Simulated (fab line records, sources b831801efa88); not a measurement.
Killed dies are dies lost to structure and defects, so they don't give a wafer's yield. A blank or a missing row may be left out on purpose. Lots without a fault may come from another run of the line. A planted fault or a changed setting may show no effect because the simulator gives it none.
Which tool did it? | flow gf180mcu | 11 lots, 33 wafers sampled, at 5 steps of a route of 602

WHAT THE GAUGES READ, wafer by wafer
GF_M2_RS_MEAS_05: measures by four-point-probe. Usual: M2_ALCU_RS 0.0696 ohm/sq, standard deviation 0.00074.
lot  | measured     | on            | M2_ALCU_RS (ohm/sq)  | flag
L977 | day 18 14:17 | film_metro-03 | 0.0709 0.0701 0.0705 |
L976 | day 18 18:07 | film_metro-03 | 0.0701 0.0694 0.0694 |
L978 | day 19 02:15 | film_metro-01 | 0.0694 0.0697 0.0688 |
L979 | day 19 10:25 | film_metro-03 | 0.0689 0.0691 0.0697 |
L980 | day 19 13:19 | film_metro-03 | 0.0700 0.0704 0.0704 |
L989 | day 23 05:35 | film_metro-04 | 0.0704 0.0694 0.0701 |
L990 | day 23 11:11 | film_metro-04 | 0.0705 0.0706 0.0709 |
L995 | day 25 11:09 | film_metro-03 | 0.0692 0.0686 0.0694 |
L997 | day 25 22:13 | film_metro-01 | 0.0696 0.0703 0.0698 |
L998 | day 26 10:43 | film_metro-04 | 0.0694 0.0691 0.0696 |
L999 | day 26 17:35 | film_metro-04 | 0.0692 0.0690 0.0694 |

GF_M3_THK_MEAS_06: measures by xrf. Usual: M3_ALCU_THK 455 nm, standard deviation 4.8.
lot  | measured     | on            | M3_ALCU_THK (nm) | flag
L977 | day 20 16:06 | film_metro-02 | 461 459 456      |
L976 | day 20 19:55 | film_metro-01 | 454 458 449      |
L978 | day 21 04:50 | film_metro-02 | 457 453 458      |
L979 | day 21 13:53 | film_metro-01 | 450 461 449      |
L980 | day 21 15:40 | film_metro-01 | 451 447 448      |
L989 | day 25 05:36 | film_metro-04 | 475 450 477      |
L990 | day 25 10:33 | film_metro-01 | 453 453 482      |
L995 | day 27 08:50 | film_metro-02 | 456 451 458      |
L997 | day 27 18:19 | film_metro-01 | 452 452 451      |
L998 | day 28 07:14 | film_metro-04 | 455 452 454      |
L999 | day 28 12:26 | film_metro-01 | 455 465 455      |

WHICH TOOL RAN EACH LOT (tool, then ch and the chambers of the sampled wafers, then the start)
lot  | GF_M2_SPUTTER_00             | GF_M3_SPUTTER_01             | GF_M3_SPUTTER_04
L977 | pvd_sputter-04, day 18 14:00 | pvd_sputter-03, day 20 15:50 | pvd_sputter-03, day 20 15:55
L976 | pvd_sputter-01, day 18 17:53 | pvd_sputter-03, day 20 19:40 | pvd_sputter-03, day 20 19:45
L978 | pvd_sputter-01, day 19 02:02 | pvd_sputter-01, day 21 04:35 | pvd_sputter-01, day 21 04:40
L979 | pvd_sputter-01, day 19 10:11 | pvd_sputter-01, day 21 13:38 | pvd_sputter-01, day 21 13:44
L980 | pvd_sputter-03, day 19 13:06 | pvd_sputter-03, day 21 15:25 | pvd_sputter-03, day 21 15:30
L989 | pvd_sputter-03, day 23 05:22 | pvd_sputter-03, day 25 05:22 | pvd_sputter-03, day 25 05:26
L990 | pvd_sputter-04, day 23 10:58 | pvd_sputter-03, day 25 10:19 | pvd_sputter-03, day 25 10:23
L995 | pvd_sputter-04, day 25 10:56 | pvd_sputter-02, day 27 08:35 | pvd_sputter-02, day 27 08:40
L997 | pvd_sputter-04, day 25 21:58 | pvd_sputter-01, day 27 18:04 | pvd_sputter-01, day 27 18:08
L998 | pvd_sputter-04, day 26 10:30 | pvd_sputter-03, day 28 07:00 | pvd_sputter-03, day 28 07:05
L999 | pvd_sputter-04, day 26 17:22 | pvd_sputter-03, day 28 12:12 | pvd_sputter-03, day 28 12:17
- GF_M2_SPUTTER_00: material Ti, target thk 37.5 nm, time 150 s.
- GF_M3_SPUTTER_01: material TiN, target thk 30 nm, time 25 s.
- GF_M3_SPUTTER_04: material TiN, target thk 50 nm, time 41.7 s.

WHAT THE TOOLS THEMSELVES READ (means of the sampled wafers that have a number; where no wafer has one, the mark that the record gives instead)
GF_M2_SPUTTER_00. Usual: throttle_valve_pct 30.2 %, standard deviation 1.6.
lot  | tool           | throttle_valve_pct (%) | flag
L977 | pvd_sputter-04 | 29.7                   |
L976 | pvd_sputter-01 | 30.7                   |
L978 | pvd_sputter-01 | 32.8                   |
L979 | pvd_sputter-01 | 31.8                   |
L980 | pvd_sputter-03 | 29.1                   |
L989 | pvd_sputter-03 | 29.1                   |
L990 | pvd_sputter-04 | 29.6                   |
L995 | pvd_sputter-04 | 29.6                   |
L997 | pvd_sputter-04 | 29.2                   |
L998 | pvd_sputter-04 | 28.9                   |
L999 | pvd_sputter-04 | 29.7                   |

GF_M3_SPUTTER_01. Usual: throttle_valve_pct 30.1 %, standard deviation 1.5.
lot  | tool           | throttle_valve_pct (%) | flag
L977 | pvd_sputter-03 | 28.9                   |
L976 | pvd_sputter-03 | 29.4                   |
L978 | pvd_sputter-01 | 31.7                   |
L979 | pvd_sputter-01 | 32.7                   |
L980 | pvd_sputter-03 | 28.9                   |
L989 | pvd_sputter-03 | 27.9                   |
L990 | pvd_sputter-03 | 29.5                   |
L995 | pvd_sputter-02 | 29.7                   |
L997 | pvd_sputter-01 | 32.0                   |
L998 | pvd_sputter-03 | 28.9                   |
L999 | pvd_sputter-03 | 29.4                   |

GF_M3_SPUTTER_04. Usual: throttle_valve_pct 30.1 %, standard deviation 1.5.
lot  | tool           | throttle_valve_pct (%) | flag
L977 | pvd_sputter-03 | 28.9                   |
L976 | pvd_sputter-03 | 29.4                   |
L978 | pvd_sputter-01 | 31.8                   |
L979 | pvd_sputter-01 | 32.8                   |
L980 | pvd_sputter-03 | 28.9                   |
L989 | pvd_sputter-03 | 28.2                   |
L990 | pvd_sputter-03 | 29.2                   |
L995 | pvd_sputter-02 | 29.6                   |
L997 | pvd_sputter-01 | 31.9                   |
L998 | pvd_sputter-03 | 28.9                   |
L999 | pvd_sputter-03 | 29.5                   |

THE ANSWER, worked out from the rows above alone
Rule: a lot is off if the mean of its wafers that have a number lies more than 3 standard deviations from the usual mean. A lot without any number at a reading at which 4 lots or more have one is off too. The other lots that the step has rows for count as sound. The gauges are gone through in route order, then the tools' own readings, and for those a lot's mean is taken as printed above. The first step at which some lot is off is used, and at that step the reading that is off furthest; a lot without a number counts as furthest.
No lot is off at any reading shown: from this, nothing can be told.

WHAT THE SIMULATOR HAD PUT IN
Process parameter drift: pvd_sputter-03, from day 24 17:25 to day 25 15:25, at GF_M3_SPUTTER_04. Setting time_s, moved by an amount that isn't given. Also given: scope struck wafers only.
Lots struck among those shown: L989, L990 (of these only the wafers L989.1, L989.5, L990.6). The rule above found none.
